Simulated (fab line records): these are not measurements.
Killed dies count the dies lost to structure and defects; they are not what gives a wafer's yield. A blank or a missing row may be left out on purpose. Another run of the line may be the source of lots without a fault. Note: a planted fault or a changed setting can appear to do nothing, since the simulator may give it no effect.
Which tool was responsible? || flow sky130 || 24 lots, 72 wafers sampled, at 4 steps of a route of 708

## WHAT THE GAUGES SHOWED, per wafer
SKY_VIA1_OVL_MEAS_13.
{"lot": "L074", "measured": "day 33 17:43", "on": "overlay-01", "VIA1_OVL (nm)": "0 -5 -8"}
{"lot": "L075", "measured": "day 34 02:22", "on": "overlay-02", "VIA1_OVL (nm)": "-4 -10 -6"}
{"lot": "L076", "measured": "day 34 19:20", "on": "overlay-01", "VIA1_OVL (nm)": "-2 -6 3"}
{"lot": "L077", "measured": "day 34 20:37", "on": "overlay-02", "VIA1_OVL (nm)": "-2 0 -5"}
{"lot": "L078", "measured": "day 35 05:50", "on": "overlay-01", "VIA1_OVL (nm)": "5 3 5"}
{"lot": "L079", "measured": "day 35 16:58", "on": "overlay-02", "VIA1_OVL (nm)": "-4 -3 -3"}
{"lot": "L080", "measured": "day 36 03:10", "on": "overlay-02", "VIA1_OVL (nm)": "-4 -1 2"}
{"lot": "L081", "measured": "day 36 11:07", "on": "overlay-02", "VIA1_OVL (nm)": "-8 -4 -7"}
{"lot": "L082", "measured": "day 36 16:46", "on": "overlay-01", "VIA1_OVL (nm)": "-5 0 -2"}
{"lot": "L083", "measured": "day 36 20:17", "on": "overlay-01", "VIA1_OVL (nm)": "-3 -3 2"}
{"lot": "L084", "measured": "day 37 07:13", "on": "overlay-02", "VIA1_OVL (nm)": "-8 -3 -1"}
{"lot": "L085", "measured": "day 37 17:25", "on": "overlay-01", "VIA1_OVL (nm)": "6 0 2"}
{"lot": "L086", "measured": "day 38 01:02", "on": "overlay-02", "VIA1_OVL (nm)": "-7 3 1"}
{"lot": "L087", "measured": "day 38 01:23", "on": "overlay-01", "VIA1_OVL (nm)": "-4 -5 -3"}
{"lot": "L088", "measured": "day 38 14:31", "on": "overlay-02", "VIA1_OVL (nm)": "-2 -5 -2"}
{"lot": "L089", "measured": "day 38 18:31", "on": "overlay-01", "VIA1_OVL (nm)": "16 11 9"}
{"lot": "L090", "measured": "day 38 22:34", "on": "overlay-01", "VIA1_OVL (nm)": "-3 -6 -10"}
{"lot": "L091", "measured": "day 39 09:22", "on": "overlay-02", "VIA1_OVL (nm)": "-8 -5 0"}
{"lot": "L092", "measured": "day 39 14:37", "on": "overlay-01", "VIA1_OVL (nm)": "3 -1 4"}
{"lot": "L093", "measured": "day 39 23:08", "on": "overlay-01", "VIA1_OVL (nm)": "-5 3 -7"}
{"lot": "L094", "measured": "day 40 04:55", "on": "overlay-02", "VIA1_OVL (nm)": "-2 -6 -7"}
{"lot": "L095", "measured": "day 40 19:55", "on": "overlay-01", "VIA1_OVL (nm)": "-4 -1 -4"}
{"lot": "L096", "measured": "day 40 23:22", "on": "overlay-02", "VIA1_OVL (nm)": "-2 -3 0"}
{"lot": "L097", "measured": "day 41 05:19", "on": "overlay-02", "VIA1_OVL (nm)": "-3 1 0"}

SKY_VIA2_CD_MEAS_12: the cd target is 200 nm.
{"lot": "L074", "measured": "day 36 01:23", "on": "cd_sem-01", "cd_nm (nm)": "199.6 200.1 199.1"}
{"lot": "L075", "measured": "day 36 10:13", "on": "cd_sem-01", "cd_nm (nm)": "199.4 200.3 200.5"}
{"lot": "L076", "measured": "day 37 03:24", "on": "cd_sem-01", "cd_nm (nm)": "198.2 199.3 199.1"}
{"lot": "L077", "measured": "day 37 04:19", "on": "cd_sem-01", "cd_nm (nm)": "199.4 199.4 198.7"}
{"lot": "L078", "measured": "day 37 13:29", "on": "cd_sem-01", "cd_nm (nm)": "198.9 199.3 200.9"}
{"lot": "L079", "measured": "day 38 00:20", "on": "cd_sem-01", "cd_nm (nm)": "201.5 200.6 200.7"}
{"lot": "L080", "measured": "day 38 10:20", "on": "cd_sem-01", "cd_nm (nm)": "199.5 199.4 198.7"}
{"lot": "L081", "measured": "day 38 17:58", "on": "cd_sem-02", "cd_nm (nm)": "199.1 198.2 199.1"}
{"lot": "L082", "measured": "day 38 23:16", "on": "cd_sem-02", "cd_nm (nm)": "200.5 200.7 200.4"}
{"lot": "L083", "measured": "day 39 02:37", "on": "cd_sem-02", "cd_nm (nm)": "202.0 201.4 200.2"}
{"lot": "L084", "measured": "day 39 14:01", "on": "cd_sem-01", "cd_nm (nm)": "199.3 199.8 199.7"}
{"lot": "L085", "measured": "day 39 23:05", "on": "cd_sem-02", "cd_nm (nm)": "200.4 200.4 200.8"}
{"lot": "L086", "measured": "day 40 06:08", "on": "cd_sem-02", "cd_nm (nm)": "199.6 201.2 199.6"}
{"lot": "L087", "measured": "day 40 06:29", "on": "cd_sem-01", "cd_nm (nm)": "201.4 200.1 200.7"}
{"lot": "L088", "measured": "day 40 18:29", "on": "cd_sem-02", "cd_nm (nm)": "200.0 199.6 200.2"}
{"lot": "L089", "measured": "day 40 21:49", "on": "cd_sem-02", "cd_nm (nm)": "197.8 197.7 197.9"}
{"lot": "L090", "measured": "day 41 03:02", "on": "cd_sem-01", "cd_nm (nm)": "200.9 200.7 200.5"}
{"lot": "L091", "measured": "day 41 13:26", "on": "cd_sem-01", "cd_nm (nm)": "199.2 198.7 198.5"}
{"lot": "L092", "measured": "day 41 17:24", "on": "cd_sem-02", "cd_nm (nm)": "200.3 198.4 200.8"}
{"lot": "L093", "measured": "day 42 02:38", "on": "cd_sem-02", "cd_nm (nm)": "197.9 199.6 199.1"}
{"lot": "L094", "measured": "day 42 07:37", "on": "cd_sem-02", "cd_nm (nm)": "200.1 200.4 201.3"}
{"lot": "L095", "measured": "day 42 21:34", "on": "cd_sem-01", "cd_nm (nm)": "197.0 198.9 198.7"}
{"lot": "L096", "measured": "day 43 01:33", "on": "cd_sem-01", "cd_nm (nm)": "200.2 199.6 200.7"}
{"lot": "L097", "measured": "day 43 07:01", "on": "cd_sem-02", "cd_nm (nm)": "199.8 199.6 200.8"}

SKY_CAPM_THK_MEAS_01.
{"lot": "L074", "measured": "day 36 03:08", "on": "film_metro-01", "CAPM_CVD_00_THK (nm)": "15.43 15.65 15.13"}
{"lot": "L075", "measured": "day 36 11:55", "on": "film_metro-01", "CAPM_CVD_00_THK (nm)": "15.26 15.73 15.38"}
{"lot": "L076", "measured": "day 37 05:05", "on": "film_metro-04", "CAPM_CVD_00_THK (nm)": "15.28 15.48 15.75"}
{"lot": "L077", "measured": "day 37 06:03", "on": "film_metro-04", "CAPM_CVD_00_THK (nm)": "15.41 15.09 15.40"}
{"lot": "L078", "measured": "day 37 15:41", "on": "film_metro-01", "CAPM_CVD_00_THK (nm)": "15.20 15.33 15.55"}
{"lot": "L079", "measured": "day 38 02:02", "on": "film_metro-01", "CAPM_CVD_00_THK (nm)": "15.40 15.77 15.72"}
{"lot": "L080", "measured": "day 38 12:01", "on": "film_metro-04", "CAPM_CVD_00_THK (nm)": "15.47 15.41 15.68"}
{"lot": "L081", "measured": "day 38 19:42", "on": "film_metro-01", "CAPM_CVD_00_THK (nm)": "15.01 15.32 15.43"}
{"lot": "L082", "measured": "day 39 01:16", "on": "film_metro-01", "CAPM_CVD_00_THK (nm)": "15.21 15.34 15.51"}
{"lot": "L083", "measured": "day 39 04:47", "on": "film_metro-01", "CAPM_CVD_00_THK (nm)": "15.17 15.05 15.34"}
{"lot": "L084", "measured": "day 39 15:43", "on": "film_metro-01", "CAPM_CVD_00_THK (nm)": "15.30 15.33 15.42"}
{"lot": "L085", "measured": "day 40 00:47", "on": "film_metro-04", "CAPM_CVD_00_THK (nm)": "15.65 15.99 15.66"}
{"lot": "L086", "measured": "day 40 08:11", "on": "film_metro-03", "CAPM_CVD_00_THK (nm)": "15.22 15.56 15.48"}
{"lot": "L087", "measured": "day 40 08:16", "on": "film_metro-03", "CAPM_CVD_00_THK (nm)": "15.40 15.19 15.58"}
{"lot": "L088", "measured": "day 40 20:13", "on": "film_metro-01", "CAPM_CVD_00_THK (nm)": "14.80 15.37 15.39"}
{"lot": "L089", "measured": "day 40 23:32", "on": "film_metro-04", "CAPM_CVD_00_THK (nm)": "15.27 15.32 15.53"}
{"lot": "L090", "measured": "day 41 04:45", "on": "film_metro-01", "CAPM_CVD_00_THK (nm)": "15.24 15.34 15.50"}
{"lot": "L091", "measured": "day 41 15:08", "on": "film_metro-01", "CAPM_CVD_00_THK (nm)": "15.39 15.65 15.70"}
{"lot": "L092", "measured": "day 41 19:05", "on": "film_metro-01", "CAPM_CVD_00_THK (nm)": "15.36 15.61 15.30"}
{"lot": "L093", "measured": "day 42 04:20", "on": "film_metro-01", "CAPM_CVD_00_THK (nm)": "15.28 15.35 15.33"}
{"lot": "L094", "measured": "day 42 09:21", "on": "film_metro-04", "CAPM_CVD_00_THK (nm)": "15.11 14.97 15.52"}
{"lot": "L095", "measured": "day 42 23:20", "on": "film_metro-01", "CAPM_CVD_00_THK (nm)": "15.35 15.68 15.54"}
{"lot": "L096", "measured": "day 43 03:14", "on": "film_metro-01", "CAPM_CVD_00_THK (nm)": "15.33 15.68 15.76"}
{"lot": "L097", "measured": "day 43 08:43", "on": "film_metro-04", "CAPM_CVD_00_THK (nm)": "15.20 15.00 15.18"}

## EACH LOT AND THE TOOL THAT RAN IT (in order: tool; ch and the chambers of the sampled wafers; start)
{"lot": "L074", "SKY_VIA2_CVD_21": "cvd_w-01 ch 0,1, day 36 02:19"}
{"lot": "L075", "SKY_VIA2_CVD_21": "cvd_w-02 ch 0,1, day 36 11:07"}
{"lot": "L076", "SKY_VIA2_CVD_21": "cvd_w-02 ch 0,1, day 37 04:20"}
{"lot": "L077", "SKY_VIA2_CVD_21": "cvd_w-01 ch 0,1, day 37 05:16"}
{"lot": "L078", "SKY_VIA2_CVD_21": "cvd_w-02 ch 0,1, day 37 14:53"}
{"lot": "L079", "SKY_VIA2_CVD_21": "cvd_w-02 ch 0,1, day 38 01:15"}
{"lot": "L080", "SKY_VIA2_CVD_21": "cvd_w-02 ch 0,1, day 38 11:14"}
{"lot": "L081", "SKY_VIA2_CVD_21": "cvd_w-01 ch 0,1, day 38 18:54"}
{"lot": "L082", "SKY_VIA2_CVD_21": "cvd_w-01 ch 0,1, day 39 00:18"}
{"lot": "L083", "SKY_VIA2_CVD_21": "cvd_w-01 ch 0,1, day 39 03:32"}
{"lot": "L084", "SKY_VIA2_CVD_21": "cvd_w-02 ch 0,1, day 39 14:56"}
{"lot": "L085", "SKY_VIA2_CVD_21": "cvd_w-01 ch 0, day 39 23:59"}
{"lot": "L086", "SKY_VIA2_CVD_21": "cvd_w-01 ch 0,1, day 40 07:23"}
{"lot": "L087", "SKY_VIA2_CVD_21": "cvd_w-02 ch 0,1, day 40 07:28"}
{"lot": "L088", "SKY_VIA2_CVD_21": "cvd_w-01 ch 0,1, day 40 19:26"}
{"lot": "L089", "SKY_VIA2_CVD_21": "cvd_w-02 ch 0,1, day 40 22:46"}
{"lot": "L090", "SKY_VIA2_CVD_21": "cvd_w-01 ch 0,1, day 41 03:57"}
{"lot": "L091", "SKY_VIA2_CVD_21": "cvd_w-02 ch 0,1, day 41 14:22"}
{"lot": "L092", "SKY_VIA2_CVD_21": "cvd_w-02 ch 0,1, day 41 18:19"}
{"lot": "L093", "SKY_VIA2_CVD_21": "cvd_w-02 ch 0,1, day 42 03:32"}
{"lot": "L094", "SKY_VIA2_CVD_21": "cvd_w-02 ch 0,1, day 42 08:34"}
{"lot": "L095", "SKY_VIA2_CVD_21": "cvd_w-01 ch 0,1, day 42 22:32"}
{"lot": "L096", "SKY_VIA2_CVD_21": "cvd_w-01 ch 0,1, day 43 02:29"}
{"lot": "L097", "SKY_VIA2_CVD_21": "cvd_w-01 ch 0,1, day 43 07:56"}
- SKY_VIA2_CVD_21: deposits W, target thk 420 nm, time 126.4 s.

## AS READ BY THE TOOLS THEMSELVES (means over the sampled wafers that have a number; for cases with no such wafer, the mark the record gives instead)
SKY_VIA2_CVD_21.
{"lot": "L074", "tool": "cvd_w-01", "heater_power_w (W)": 818}
{"lot": "L075", "tool": "cvd_w-02", "heater_power_w (W)": 857}
{"lot": "L076", "tool": "cvd_w-02", "heater_power_w (W)": 871}
{"lot": "L077", "tool": "cvd_w-01", "heater_power_w (W)": 795}
{"lot": "L078", "tool": "cvd_w-02", "heater_power_w (W)": 859}
{"lot": "L079", "tool": "cvd_w-02", "heater_power_w (W)": 862}
{"lot": "L080", "tool": "cvd_w-02", "heater_power_w (W)": 871}
{"lot": "L081", "tool": "cvd_w-01", "heater_power_w (W)": 815}
{"lot": "L082", "tool": "cvd_w-01", "heater_power_w (W)": 803}
{"lot": "L083", "tool": "cvd_w-01", "heater_power_w (W)": 780}
{"lot": "L084", "tool": "cvd_w-02", "heater_power_w (W)": 827}
{"lot": "L085", "tool": "cvd_w-01", "heater_power_w (W)": 848}
{"lot": "L086", "tool": "cvd_w-01", "heater_power_w (W)": 800}
{"lot": "L087", "tool": "cvd_w-02", "heater_power_w (W)": 825}
{"lot": "L088", "tool": "cvd_w-01", "heater_power_w (W)": 793}
{"lot": "L089", "tool": "cvd_w-02", "heater_power_w (W)": 816}
{"lot": "L090", "tool": "cvd_w-01", "heater_power_w (W)": 823}
{"lot": "L091", "tool": "cvd_w-02", "heater_power_w (W)": 837}
{"lot": "L092", "tool": "cvd_w-02", "heater_power_w (W)": 837}
{"lot": "L093", "tool": "cvd_w-02", "heater_power_w (W)": 840}
{"lot": "L094", "tool": "cvd_w-02", "heater_power_w (W)": 801}
{"lot": "L095", "tool": "cvd_w-01", "heater_power_w (W)": 829}
{"lot": "L096", "tool": "cvd_w-01", "heater_power_w (W)": 833}
{"lot": "L097", "tool": "cvd_w-01", "heater_power_w (W)": 806}

## THE ANSWER, worked out from the rows above alone
Rule: the lots themselves supply what counts as usual. Put in order of their means at a reading, lots are off if they are a third of the lots or fewer, leave a main group of 4 or more, and stand apart from it by a gap of 3 or more times the standard deviation of the main group's means; of several such gaps the widest counts. A main group is skipped when, at the precision printed for the reading in the tables above, its means are all equal. A lot without any number at a reading at which 4 lots or more have one is off too. The other lots that the step has rows for count as sound. After the gauges, taken in route order, come the tools' own readings; for these a lot's mean is taken, as printed above. The first step at which some lot is off is used, and at that step the reading that is off furthest; a lot without a number counts as furthest.
None of the lots is off at any reading shown; this tells nothing.

## WHAT THE SIMULATOR PUT IN
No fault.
